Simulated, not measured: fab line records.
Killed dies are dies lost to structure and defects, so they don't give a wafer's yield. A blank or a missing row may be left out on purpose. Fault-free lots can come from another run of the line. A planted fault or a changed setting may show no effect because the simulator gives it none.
What tool caused it? -- flow gf180mcu -- Sampling: 24 lots, 72 wafers, 3 of 602 route steps

WHAT THE GAUGES READ, wafer by wafer
GF_PSD_TW_MEAS_11.
lot,measured,on,PSD_TW
L074,day 14 04:30,film_metro-01,3173 3160 3167
L075,day 14 11:15,film_metro-01,3152 3143 3160
L076,day 14 15:47,film_metro-03,3156 3142 3158
L077,day 15 07:41,film_metro-03,3170 3141 3163
L078,day 15 16:05,film_metro-03,3145 3155 3144
L079,day 16 05:30,film_metro-03,3158 3159 3155
L080,day 16 08:36,film_metro-03,3151 3155 3136
L081,day 16 14:08,film_metro-02,3188 3193 3213
L082,day 17 03:01,film_metro-02,3186 3187 3197
L083,day 17 15:28,film_metro-01,3137 3154 3151
L084,day 17 19:15,film_metro-01,3158 3159 3141
L085,day 17 23:46,film_metro-03,3122 3120 3135
L086,day 18 11:19,film_metro-02,3177 3201 3184
L087,day 18 21:10,film_metro-03,3149 3154 3144
L088,day 19 02:49,film_metro-03,3126 3118 3126
L089,day 19 17:23,film_metro-02,3197 3221 3188
L090,day 19 22:18,film_metro-03,3110 3114 3119
L091,day 20 04:41,film_metro-01,3173 3183 3163
L092,day 20 12:13,film_metro-01,3183 3153 3172
L093,day 20 21:45,film_metro-01,3142 3144 3154
L094,day 21 01:37,film_metro-02,3194 3195 3192
L095,day 21 14:18,film_metro-02,3201 3179 3184
L096,day 21 20:35,film_metro-02,3188 3195 3196
L097,day 22 06:46,film_metro-02,3199 3200 3207

GF_SAB_THK_MEAS_01.
lot,measured,on,SAB_CVD_00_THK (nm)
L074,day 14 04:58,film_metro-04,50.1 49.8 50.1
L075,day 14 11:43,film_metro-04,49.8 50.4 51.2
L076,day 14 16:15,film_metro-01,49.6 49.5 50.3
L077,day 15 08:09,film_metro-01,49.7 50.3 50.5
L078,day 15 16:32,film_metro-01,49.8 51.0 50.7
L079,day 16 06:13,film_metro-04,50.6 50.7 50.3
L080,day 16 09:19,film_metro-01,49.3 49.1 50.4
L081,day 16 14:41,film_metro-01,49.7 49.8 50.6
L082,day 17 03:28,film_metro-04,49.4 49.1 50.2
L083,day 17 15:55,film_metro-02,50.6 50.6 50.2
L084,day 17 19:43,film_metro-04,50.3 49.2 50.7
L085,day 18 00:13,film_metro-01,50.2 51.4 50.7
L086,day 18 11:47,film_metro-02,49.8 49.1 50.8
L087,day 18 21:38,film_metro-02,49.6 50.3 50.1
L088,day 19 03:16,film_metro-01,50.3 50.7 50.8
L089,day 19 17:51,film_metro-02,50.3 50.3 50.3
L090,day 19 22:46,film_metro-02,49.7 50.4 50.3
L091,day 20 05:08,film_metro-04,50.5 51.1 51.9
L092,day 20 12:41,film_metro-04,50.2 50.7 50.6
L093,day 20 22:13,film_metro-01,50.4 50.7 49.5
L094,day 21 02:04,film_metro-02,49.2 49.3 50.1
L095,day 21 14:46,film_metro-01,50.1 50.2 50.7
L096,day 21 21:02,film_metro-04,50.3 50.2 50.1
L097,day 22 07:13,film_metro-04,50.5 50.4 50.7

EACH LOT AND THE TOOL THAT RAN IT (in order: tool; ch and the chambers of the sampled wafers; start)
lot,GF_HV_LDD_STRIP_37
L074,"plasma_asher-04 ch 0,1, day 11 13:50"
L075,"plasma_asher-03 ch 0,1, day 11 18:53"
L076,"plasma_asher-03 ch 0,1, day 11 23:35"
L077,"plasma_asher-03 ch 1, day 12 12:47"
L078,"plasma_asher-01 ch 0,1, day 12 21:38"
L079,"plasma_asher-04 ch 0,1, day 13 10:08"
L080,"plasma_asher-04 ch 0,1, day 13 14:05"
L081,"plasma_asher-03 ch 0,1, day 13 17:20"
L082,"plasma_asher-04 ch 0,1, day 14 04:32"
L083,"plasma_asher-01 ch 0,1, day 14 13:20"
L084,"plasma_asher-04 ch 0,1, day 14 20:32"
L085,"plasma_asher-03 ch 0,1, day 15 03:02"
L086,"plasma_asher-03 ch 0,1, day 15 11:11"
L087,"plasma_asher-01 ch 0,1, day 15 20:59"
L088,"plasma_asher-03 ch 0,1, day 16 02:08"
L089,"plasma_asher-01 ch 0,1, day 16 14:47"
L090,"plasma_asher-04 ch 0,1, day 16 19:20"
L091,"plasma_asher-03 ch 0,1, day 17 00:44"
L092,"plasma_asher-03 ch 0,1, day 17 08:35"
L093,"plasma_asher-04 ch 0,1, day 17 17:04"
L094,"plasma_asher-01 ch 0,1, day 17 23:04"
L095,"plasma_asher-04 ch 0,1, day 18 09:23"
L096,"plasma_asher-04 ch 0,1, day 18 15:53"
L097,"plasma_asher-01 ch 0,1, day 19 01:46"
- GF_HV_LDD_STRIP_37: strips in O2/N2.

WHAT THE TOOLS THEMSELVES READ (means of the sampled wafers that have a number; where no wafer has one, the mark that the record gives instead)
GF_HV_LDD_STRIP_37.
lot,tool,drypump_motor_current_A (A),heater_power_w (W),oes_product_au (a.u.),strip_time_to_endpoint_s (s)
L074,plasma_asher-04,5.7,335,0.714,12.64
L075,plasma_asher-03,5.3,314,0.713,12.60
L076,plasma_asher-03,5.6,324,0.717,12.59
L077,plasma_asher-03,6.0,323,0.711,12.72
L078,plasma_asher-01,5.8,327,0.714,12.62
L079,plasma_asher-04,5.7,334,0.718,12.60
L080,plasma_asher-04,5.5,331,0.715,12.56
L081,plasma_asher-03,5.3,320,0.721,12.60
L082,plasma_asher-04,5.7,333,0.718,12.61
L083,plasma_asher-01,5.8,329,0.715,12.63
L084,plasma_asher-04,5.7,332,0.719,12.63
L085,plasma_asher-03,5.3,322,0.719,12.66
L086,plasma_asher-03,5.3,319,0.717,12.61
L087,plasma_asher-01,5.8,330,0.715,12.64
L088,plasma_asher-03,5.6,323,0.713,12.64
L089,plasma_asher-01,5.8,323,0.718,12.63
L090,plasma_asher-04,5.7,331,0.719,12.64
L091,plasma_asher-03,5.3,324,0.715,12.67
L092,plasma_asher-03,5.3,322,0.716,12.64
L093,plasma_asher-04,5.7,338,0.715,12.63
L094,plasma_asher-01,5.9,348,0.712,12.67
L095,plasma_asher-04,5.7,332,0.710,12.63
L096,plasma_asher-04,5.5,330,0.716,12.67
L097,plasma_asher-01,5.9,345,0.714,12.67

THE ANSWER, worked out from the rows above alone
Rule: usual is defined by the lots themselves. Put in order of their means at a reading, lots are off if they are a third of the lots or fewer, leave a main group of 4 or more, and stand apart from it by a gap of 3 or more times the standard deviation of the main group's means; of several such gaps the widest counts. The tables above print the reading to a certain number of digits; a main group whose means all agree to those digits is not used. A lot without any number at a reading at which 4 lots or more have one is off too. Any other lot the step has rows for is counted as sound. First the gauges in route order, then the tools' own readings, where a lot's mean is used as printed above. The first step at which some lot is off is used, and at that step the reading that is off furthest; a lot without a number counts as furthest.
Across all readings shown, no lot is off: no conclusion can be drawn from this.

WHAT HAD BEEN PUT IN BY THE SIMULATOR
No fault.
